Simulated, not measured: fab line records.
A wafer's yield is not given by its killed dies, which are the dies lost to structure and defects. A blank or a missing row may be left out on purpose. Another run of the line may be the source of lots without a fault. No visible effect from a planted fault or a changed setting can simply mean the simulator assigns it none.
fab line records ; flow sky130
[record] lots = 5; wafers = 15; last_day = 50
route steps=708 shown POLY_GATE@229 LDD_N@237 PAD_OPEN@708
lots untouched by any fault: they come from a run of this same line in which no faults occurred
start_h: hours from the record's opening day to when the first of the lot's shown wafers began ; wait_h: hours since the lot's step before ; " the same as in the row above ; L1.1+2: one row covering several wafers at once ; - either no value or no given start ; * or withheld: withheld ; < > ~ a bound
route shown NAME@n: NAME is a module with steps in the file, n the number in the route of the first one ; usual: average and standard deviation across the fault-free wafers ; same: alike in all rows ; chamber/n: place in a boat ; sites: each site's reading ; _std_site: standard deviation across them ; _edge_site: the outer-site mean with the inner-site mean subtracted ; radius_mm: how far each site lies from the wafer's centre ; mask NAME#n: copy n ; behind: the last tool/chamber to shape the wafer ; hold: what put the lot on hold/how long, in hours/how the hold closed ; device: transistor that didn't switch, given as n, p or np ; end of line: at the end of the route, the tests of the same wafers ; a step without rows: its recipe alone ; killed: not the wafer's yield, but the dies lost to structure and defects at the first sort ; map: shows each die of a wafer: x if killed, . if not, _ if none is there
set.NAME: the run value of the setting; set.NAME@STEP: its run value at that earlier step ; model.NAME: the simulator's own value behind a step, which no gauge read
lots at selected steps of the route; one table per step, one row per wafer
services: when a tool's chamber went out of use (start_h, in hours from the record's first day, below 0 if earlier), for how many hours, and the reason
[[steps]]
[step SKY_POLY_GATE_ETCH_15]
[recipe] chemistry = N2/H2; target = BARC; ion_energy_ev = 200; source_w = 500; bias_w = 100; pressure_mtorr = 30; n2_flow_sccm = 100; h2_flow_sccm = 200; stop_on = SiO2; time_s = 118.5; target_depth_a = 1100
[usual] bias_w = 100.02/0.26; chamber_pressure_mTorr = 29.999/0.03; drypump_motor_current_A = 5.6/0.5; oes_product_au = 0.715/0.004; throttle_valve_pct = 13.212/0.0093
lot.wafer;tool;chamber;start_h;wait_h;bias_w;chamber_pressure_mTorr;drypump_motor_current_A;oes_product_au;rf_hours_counter_h;throttle_valve_pct
L703.1;rie_diel-01;0;374.86;0.0;100.19;30.005;5.3;0.709;36;13.196
L703.4;rie_diel-01;1;374.86;0.0;100.02;29.988;5.6;0.719;16;13.218
L703.5;rie_diel-01;0;374.86;0.0;100.05;29.953;5.3;0.723;-;13.203
L709.1;rie_diel-01;1;459.16;0.0;99.22;30.002;5.6;0.709;18;13.210
L709.2;rie_diel-01;0;459.16;0.0;100.16;29.997;5.3;0.716;37;13.218
L709.3;rie_diel-01;3;459.16;0.0;100.10;29.966;6.7;0.714;60;13.216
L713.3;rie_diel-01;3;469.06;0.0;100.29;29.992;6.7;0.716;61;13.211
L713.5;rie_diel-01;2;469.06;0.0;99.77;30.007;5.8;0.713;-;13.228
L713.6;rie_diel-01;3;469.06;0.0;100.23;29.964;6.7;0.714;-;13.214
L718.1;rie_diel-03;1;506.16;0.0;100.19;30.007;5.1;0.719;3;13.222
L718.4;rie_diel-03;3;506.16;0.0;100.21;30.000;5.9;0.716;5;13.206
L718.6;rie_diel-03;1;506.16;0.0;99.88;30.054;5.0;0.710;-;13.211
L719.2;rie_diel-03;1;562.51;0.0;99.68;29.987;5.0;0.719;4;13.200
L719.5;rie_diel-03;0;562.51;0.0;100.22;30.017;5.3;0.719;-;13.230
L719.6;rie_diel-03;3;562.51;0.0;100.02;30.020;5.9;0.718;-;13.213
[step SKY_POLY_GATE_ETCH_16]
[recipe] stop_on = poly-Si; chemistry = CH3F/O2; target = Si3N4; source_w = 400; bias_w = 80; pressure_mtorr = 25; ch3f_flow_sccm = 40; O2_flow_sccm = 30; time_s = 147.5; target_depth_a = 750
[usual] bias_w = 80.02/0.25; chamber_pressure_mTorr = 25.003/0.025; drypump_motor_current_A = 5.6/0.5; oes_product_au = 0.641/0.0055; throttle_valve_pct = 10.535/0.009
lot.wafer;tool;chamber;start_h;wait_h;bias_w;chamber_pressure_mTorr;drypump_motor_current_A;oes_product_au;rf_hours_counter_h;throttle_valve_pct
L703.1;rie_diel-01;0;374.94;0.0;80.11;24.991;5.3;0.639;36;10.541
L703.4;rie_diel-01;1;374.94;0.0;80.11;25.001;5.6;0.628;16;10.522
L703.5;rie_diel-01;0;374.94;0.0;80.32;25.013;5.3;0.652;-;10.548
L709.1;rie_diel-01;1;459.24;0.0;80.34;25.011;5.6;0.637;18;10.549
L709.2;rie_diel-01;0;459.24;0.0;80.06;24.993;5.3;0.641;37;10.532
L709.3;rie_diel-01;3;459.24;0.0;79.79;25.038;6.6;0.633;60;10.540
L713.3;rie_diel-01;3;469.14;0.0;79.89;25.034;6.7;0.643;61;10.535
L713.5;rie_diel-01;2;469.14;0.0;80.62;25.012;5.8;0.628;-;10.553
L713.6;rie_diel-01;3;469.14;0.0;80.17;24.981;6.7;0.636;-;10.539
L718.1;rie_diel-03;1;506.24;0.0;79.95;25.031;5.0;0.634;3;10.527
L718.4;rie_diel-03;3;506.24;0.0;79.91;24.967;5.9;0.638;5;10.537
L718.6;rie_diel-03;1;506.24;0.0;80.24;24.975;5.0;0.626;-;10.532
L719.2;rie_diel-03;1;562.59;0.0;80.31;24.991;5.0;0.647;4;10.555
L719.5;rie_diel-03;0;562.59;0.0;79.65;24.965;5.3;0.638;-;10.543
L719.6;rie_diel-03;3;562.59;0.0;79.95;24.982;5.9;0.642;-;10.538
[step SKY_POLY_GATE_ETCH_17]
[recipe] target_depth_nm = 180; stop_on = SiO2; over_etch_frac = 0.56667; chemistry = HBr/Cl2; target = poly-Si; icp_w = 400; bias_w = 100; pressure_mtorr = 10; HBr_flow_sccm = 150; Cl2_flow_sccm = 50; time_s = 70.5
[usual] bias_w = 100.0/0.31; chamber_pressure_mTorr = 9.999/0.0098; drypump_motor_current_A = 5.94/0.18; oes_product_au = 0.984/0.0074; throttle_valve_pct = 33.686/0.0091
lot.wafer;tool;chamber;start_h;wait_h;bias_w;chamber_pressure_mTorr;drypump_motor_current_A;oes_product_au;rf_hours_counter_h;throttle_valve_pct
L703.1;rie_si-02;1;375.04;0.0;100.1;10.001;5.88;0.990;77;33.686
L703.4;rie_si-02;0;375.04;0.0;100.1;10.024;5.93;0.986;5;33.690
L703.5;rie_si-02;2;375.04;0.0;99.8;10.001;5.67;0.985;-;33.685
L709.1;rie_si-01;2;459.34;0.0;99.8;10.007;5.73;0.979;3;33.686
L709.2;rie_si-01;3;459.34;0.0;100.1;10.007;6.02;0.972;1;33.694
L709.3;rie_si-01;1;459.34;0.0;99.8;10.005;6.23;0.984;59;33.690
L713.3;rie_si-02;3;469.24;0.0;100.2;10.009;5.96;0.978;6;33.702
L713.5;rie_si-02;1;469.24;0.0;100.3;10.013;5.91;0.982;-;33.698
L713.6;rie_si-02;0;469.24;0.0;99.9;10.002;5.96;0.981;-;33.681
L718.1;rie_si-01;1;506.34;0.0;99.8;10.009;6.22;0.981;0;33.692
L718.4;rie_si-01;3;506.34;0.0;99.9;10.015;5.99;0.989;-;33.679
L718.6;rie_si-01;1;506.34;0.0;99.7;9.987;6.22;0.969;-;33.696
L719.2;rie_si-01;1;562.69;0.0;100.2;9.997;6.23;0.992;0;33.702
L719.5;rie_si-01;2;562.69;0.0;99.8;9.994;5.73;0.989;-;33.679
L719.6;rie_si-01;3;562.69;0.0;99.9;10.004;6.00;0.990;-;33.689
[step SKY_POLY_GATE_STRIP_18]
[recipe] chemistry = O2/N2; power_w = 1400; pressure_mtorr = 1500; platen_temp_c = withheld; o2_flow_sccm = 3000; n2_flow_sccm = 300; overash_fraction = 0.5
[usual] chamber_pressure_mTorr = 1500.0/1.4; drypump_motor_current_A = 5.4/0.34; oes_product_au = 0.361/0.0048; strip_time_to_endpoint_s = 3.17/0.043
lot.wafer;tool;chamber;start_h;wait_h;chamber_pressure_mTorr;drypump_motor_current_A;oes_product_au;rf_hours_counter_h;strip_time_to_endpoint_s
L703.1;plasma_asher-01;1;375.10;0.0;1499.9;4.9;0.363;56;3.15
L703.4;plasma_asher-01;1;375.10;0.0;1501.2;4.9;0.364;-;3.24
L703.5;plasma_asher-01;1;375.10;0.0;1499.8;4.9;0.367;-;3.15
L709.1;plasma_asher-01;1;459.40;0.0;1501.0;4.9;0.365;67;3.21
L709.2;plasma_asher-01;0;459.40;0.0;1499.7;5.6;0.357;67;3.10
L709.3;plasma_asher-01;1;459.40;0.0;1499.1;4.9;0.368;-;3.21
L713.3;plasma_asher-01;1;469.33;0.1;1502.7;4.9;0.358;-;3.20
L713.5;plasma_asher-01;0;469.33;0.1;1500.6;5.6;0.347;-;3.06
L713.6;plasma_asher-01;1;469.33;0.1;1500.3;4.9;0.359;-;3.13
L718.1;plasma_asher-02;0;506.39;0.0;1499.6;5.4;0.368;40;3.18
L718.4;plasma_asher-02;0;506.39;0.0;1500.1;5.4;0.354;-;3.11
L718.6;plasma_asher-02;1;506.39;0.0;1501.3;5.2;0.363;-;3.17
L719.2;plasma_asher-02;1;562.74;0.0;1501.6;5.2;0.359;45;3.22
L719.5;plasma_asher-02;0;562.74;0.0;1499.7;5.4;0.360;-;3.18
L719.6;plasma_asher-02;1;562.74;0.0;1502.2;5.2;0.357;-;3.14
[step SKY_POLY_GATE_CLEAN_19]
[recipe] chemistry = SC1/SC2; mix = 1:4:20; temp_c = 70; time_s = 150; dry = n2_spin
[step SKY_POLY_GATE_OXIDATION_20]
[recipe] temp_c = 850; ambient = O2; stabilise_s = 600; purge_s = 300; target_thk_a = 40; ox_time_s = 899
[step SKY_POLY_GATE_THK_MEAS_21]
[recipe] reads = SiO2_of_POLY_GATE_OXIDATION_20
[usual] POLY_GATE_OXIDATION_THK = 4.00/0.072
lot.wafer;tool;chamber;start_h;wait_h;POLY_GATE_OXIDATION_THK[nm]
L703.1;film_metro-03;-;377.72;0.0;3.90
L703.4;film_metro-03;-;377.72;0.0;3.86
L703.5;film_metro-03;-;377.72;0.0;3.90
L709.1;film_metro-01;-;461.48;0.0;3.98
L709.2;film_metro-01;-;461.48;0.0;4.03
L709.3;film_metro-01;-;461.48;0.0;4.07
L713.3;film_metro-01;-;471.76;0.0;3.91
L713.5;film_metro-01;-;471.76;0.0;3.93
L713.6;film_metro-01;-;471.76;0.0;3.93
L718.1;film_metro-01;-;507.79;0.0;4.02
L718.4;film_metro-01;-;507.79;0.0;4.00
L718.6;film_metro-01;-;507.79;0.0;4.07
L719.2;film_metro-03;-;564.16;0.0;3.97
L719.5;film_metro-03;-;564.16;0.0;4.00
L719.6;film_metro-03;-;564.16;0.0;3.98
[step SKY_POLY_GATE_CD_MEAS_22]
[usual] cd_nm = 149.8/2.8
lot.wafer;tool;chamber;start_h;wait_h;cd_nm
L703.1;cd_sem-02;-;377.82;0.1;147.8
L703.4;cd_sem-02;-;377.82;0.1;147.6
L703.5;cd_sem-02;-;377.82;0.1;147.7
L709.1;cd_sem-01;-;461.54;0.1;146.1
L709.2;cd_sem-01;-;461.54;0.1;148.5
L709.3;cd_sem-01;-;461.54;0.1;151.4
L713.3;cd_sem-01;-;471.86;0.1;147.9
L713.5;cd_sem-01;-;471.86;0.1;150.3
L713.6;cd_sem-01;-;471.86;0.1;148.2
L718.1;cd_sem-01;-;507.85;0.1;152.1
L718.4;cd_sem-01;-;507.85;0.1;148.3
L718.6;cd_sem-01;-;507.85;0.1;151.9
L719.2;cd_sem-01;-;564.24;0.1;153.9
L719.5;cd_sem-01;-;564.24;0.1;144.4
L719.6;cd_sem-01;-;564.24;0.1;148.2
[step SKY_LDD_N_DEHYDRATE_00]
[recipe] temp_c = 200; time_s = 60
[step SKY_LDD_N_HMDS_01]
[recipe] prime_time_s = 60; prime_temp_c = 120
[step SKY_LDD_N_COAT_02]
[recipe] resist = NOVOLAK; spin_rpm = 3000; resist_thk_nm = 300
[step SKY_LDD_N_SOFTBAKE_03]
[recipe] temp_c = 90; time_s = 60; resist = NOVOLAK
[step SKY_LDD_N_EXPOSE_04]
[recipe] mask_id = NTM; target_cd_nm = 840; na = 0.6; source_shape = conventional; sigma_outer = 0.6; dose_mj = 110
lot.wafer;tool;chamber;start_h;wait_h;mask
L703.1+4+5;iline_stepper-02;0;391.75;-;NTM#0
L709.1+2+3;iline_stepper-01;0;475.40;-;NTM#0
L713.3+5+6;iline_stepper-01;0;487.89;-;NTM_R1#0
L718.1+4+6;iline_stepper-02;0;524.23;-;NTM#0
L719.2+5+6;iline_stepper-02;0;579.54;-;NTM#0
[step SKY_LDD_N_PEB_05]
[recipe] temp_c = withheld; time_s = *; resist = NOVOLAK
[step SKY_PAD_OPEN_PROBE_99]
[usual] killed_at_M0_to_M3 = 44/7.1; killed_at_M4_up = 3.1/1.8; killed_at_contacts = 24/5.3; killed_at_front_end = 15/4.5; killed_at_other = 0.2/0.42; killed_dies = 86/9.6; killed_open = 46/6.9; killed_short = 40/6.4
[same] gross_dies = 492; killed_at_back_side = 0
lot.wafer;tool;chamber;start_h;wait_h;killed_at_M0_to_M3;killed_at_M4_up;killed_at_contacts;killed_at_front_end;killed_at_other;killed_dies;killed_open;killed_short
L703.1;prober-02;-;1072.42;0.1;48;3;31;9;1;92;45;47
L703.4;prober-02;-;1072.57;0.2;52;5;19;15;0;91;44;47
L703.5;prober-02;-;1072.62;0.2;44;3;24;16;0;87;37;50
L709.1;prober-02;-;1133.78;0.1;37;3;21;15;0;76;42;34
L709.2;prober-02;-;1133.83;0.1;41;4;20;21;1;87;46;41
L709.3;prober-02;-;1133.88;0.2;45;6;22;23;0;96;55;41
L713.3;prober-02;-;1142.34;0.2;52;1;29;14;0;96;52;44
L713.5;prober-02;-;1142.44;0.2;40;2;23;15;0;80;49;31
L713.6;prober-02;-;1142.49;0.2;43;1;28;9;1;82;41;41
L718.1;prober-01;-;1161.47;0.1;61;2;28;12;1;104;58;46
L718.4;prober-01;-;1161.62;0.2;41;1;31;14;0;87;53;34
L718.6;prober-01;-;1161.72;0.2;44;3;26;19;0;92;42;50
L719.2;prober-01;-;1194.35;0.1;38;11;26;9;0;84;41;43
L719.5;prober-01;-;1194.50;0.2;32;0;18;18;0;68;39;29
L719.6;prober-01;-;1194.55;0.2;42;2;17;11;0;72;42;30
// killed by level:class
L703.1 CONTACT:geometric_particle:open=12 VIA1:geometric_particle:open=11 CONTACT:geometric_particle:short=9 VIA3:geometric_particle:open=8 VIA1:geometric_particle:short=5 METAL2:geometric_particle:short=5 VIA2:geometric_particle:open=5 LI_CONTACT:geometric_particle:open=4
L703.4 VIA1:geometric_particle:open=11 METAL1:geometric_particle:short=8 VIA3:geometric_particle:open=8 VIA2:geometric_particle:short=6 LI_CONTACT:geometric_particle:short=5 CONTACT:geometric_particle:short=5 FIELD_ISO:geometric_particle:open=4 LI_CONTACT:geometric_particle:open=4
L703.5 VIA1:geometric_particle:open=9 METAL1:geometric_particle:short=9 POLY_GATE:geometric_particle:short=6 LI_CONTACT:geometric_particle:open=6 CONTACT:geometric_particle:open=6 VIA2:geometric_particle:open=6 LI_CONTACT:geometric_particle:short=5 METAL2:geometric_particle:short=5
L709.1 CONTACT:geometric_particle:open=9 FIELD_ISO:geometric_particle:open=6 METAL1:geometric_particle:short=5 VIA1:geometric_particle:open=5 VIA3:geometric_particle:short=5 VIA3:geometric_particle:open=5 LI_CONTACT:geometric_particle:short=4 CONTACT:geometric_particle:short=4
L709.2 VIA1:geometric_particle:open=10 CONTACT:geometric_particle:open=8 METAL1:geometric_particle:short=8 POLY_GATE:geometric_particle:short=7 POLY_GATE:geometric_particle:open=7 METAL2:geometric_particle:short=6 VIA3:geometric_particle:open=4 LI_CONTACT:geometric_particle:open=4
L709.3 LI_CONTACT:geometric_particle:open=10 VIA1:geometric_particle:open=10 POLY_GATE:geometric_particle:open=9 VIA3:geometric_particle:open=6 METAL4:geometric_particle:short=6 CONTACT:geometric_particle:open=5 METAL2:geometric_particle:short=5 VIA1:geometric_particle:short=5
L713.3 LI_CONTACT:geometric_particle:open=11 VIA2:geometric_particle:open=10 VIA1:geometric_particle:open=9 VIA3:geometric_particle:open=8 CONTACT:geometric_particle:open=7 VIA2:geometric_particle:short=7 CONTACT:geometric_particle:short=6 METAL1:geometric_particle:short=6
L713.5 VIA3:geometric_particle:open=8 VIA2:geometric_particle:open=8 CONTACT:geometric_particle:open=7 LI_CONTACT:geometric_particle:open=6 VIA1:geometric_particle:open=6 CONTACT:geometric_particle:short=4 VIA1:geometric_particle:short=4 METAL2:geometric_particle:short=4
L713.6 VIA1:geometric_particle:open=10 LI_CONTACT:geometric_particle:open=7 LOCAL_INTERCONNECT:geometric_particle:short=6 VIA2:geometric_particle:open=6 CONTACT:geometric_particle:short=5 CONTACT:geometric_particle:open=5 VIA1:geometric_particle:short=5 METAL3:geometric_particle:short=5
L718.1 VIA1:geometric_particle:open=17 CONTACT:geometric_particle:open=10 VIA1:geometric_particle:short=9 LI_CONTACT:geometric_particle:open=8 CONTACT:geometric_particle:short=7 METAL2:geometric_particle:short=7 VIA3:geometric_particle:open=7 VIA2:geometric_particle:open=6
L718.4 LI_CONTACT:geometric_particle:open=11 CONTACT:geometric_particle:open=11 VIA1:geometric_particle:open=8 FIELD_ISO:geometric_particle:short=6 VIA3:geometric_particle:open=6 VIA2:geometric_particle:open=6 METAL1:geometric_particle:short=5 VIA1:geometric_particle:short=5
L718.6 CONTACT:geometric_particle:short=10 VIA1:geometric_particle:short=8 VIA2:geometric_particle:open=8 CONTACT:geometric_particle:open=7 METAL1:geometric_particle:short=7 VIA1:geometric_particle:open=7 FIELD_ISO:geometric_particle:short=5 LI_CONTACT:geometric_particle:open=5
L719.2 VIA1:geometric_particle:open=11 CONTACT:geometric_particle:open=10 METAL4:geometric_particle:short=8 VIA1:geometric_particle:short=6 LI_CONTACT:geometric_particle:open=5 VIA2:geometric_particle:open=5 LOCAL_INTERCONNECT:geometric_particle:short=4 CONTACT:geometric_particle:short=4
L719.5 VIA1:geometric_particle:open=9 LI_CONTACT:geometric_particle:open=7 FIELD_ISO:geometric_particle:short=6 CONTACT:geometric_particle:open=5 VIA2:geometric_particle:open=5 POLY_GATE:geometric_particle:short=4 VIA1:geometric_particle:short=4 VIA3:geometric_particle:open=4
L719.6 LI_CONTACT:geometric_particle:open=11 VIA1:geometric_particle:open=7 VIA1:geometric_particle:short=7 VIA3:geometric_particle:open=5 METAL1:geometric_particle:open=4 VIA2:geometric_particle:open=4 POLY_GATE:geometric_particle:open=3 CONTACT:geometric_particle:open=3
[[services]]
tool;chamber;start_h;hours;kind
rie_diel-01;2;352.73;6.2;repair
rie_diel-03;-;371.55;0.2;repair
plasma_asher-02;-;380.65;15.6;pm
rie_diel-01;0;411.58;7.2;repair
iline_stepper-02;-;415.43;2.5;repair
iline_stepper-02;-;440.12;1.7;pm
rie_si-02;0;450.56;10.1;repair
iline_stepper-01;-;462.16;1.7;pm
rie_diel-03;3;481.92;4.9;repair
rie_si-01;1;483.04;-;clean
rie_si-01;1;483.04;12.0;scheduled_down
rie_si-02;3;491.55;2.3;repair
rie_diel-01;2;499.96;4.3;repair
rie_si-02;-;508.62;4.3;pm
plasma_asher-02;-;514.17;1.6;repair
iline_stepper-01;-;530.71;4.4;pm
rie_diel-01;2;536.15;-;clean
rie_diel-01;2;536.15;15.7;scheduled_down
rie_diel-01;2;536.15;15.7;vent_cycle
rie_si-01;1;538.44;11.4;repair
rie_si-01;0;558.53;4.1;repair
iline_stepper-02;-;566.58;2.1;pm
plasma_asher-01;-;567.11;1.7;repair
rie_si-01;0;570.51;2.7;repair
[[key]]
[first_sign] step = SKY_LDD_N_EXPOSE_04; reading = mask; direction = changed
effect none on later readings
met_at SKY_LDD_N_EXPOSE_04
struck_wafers L713.3,L713.5,L713.6
tester_left_out L713
onset_between 475.40 487.89
[fault] kind = wrong_mask; tool = any; chamber = -; onset_h = 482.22; steps = SKY_LDD_N_EXPOSE_04; aux_copy = NTM_R1#0; cd_offset_nm = -101; scope = struck_lots_only
// tester_left_out: of these lots the tester's yield and bins aren't shown, on N5 and GAA mostly nor the transistor test; their killed dies are dies lost to structure and defects alone, not to doping, threshold or leakage, so they don't give the yield
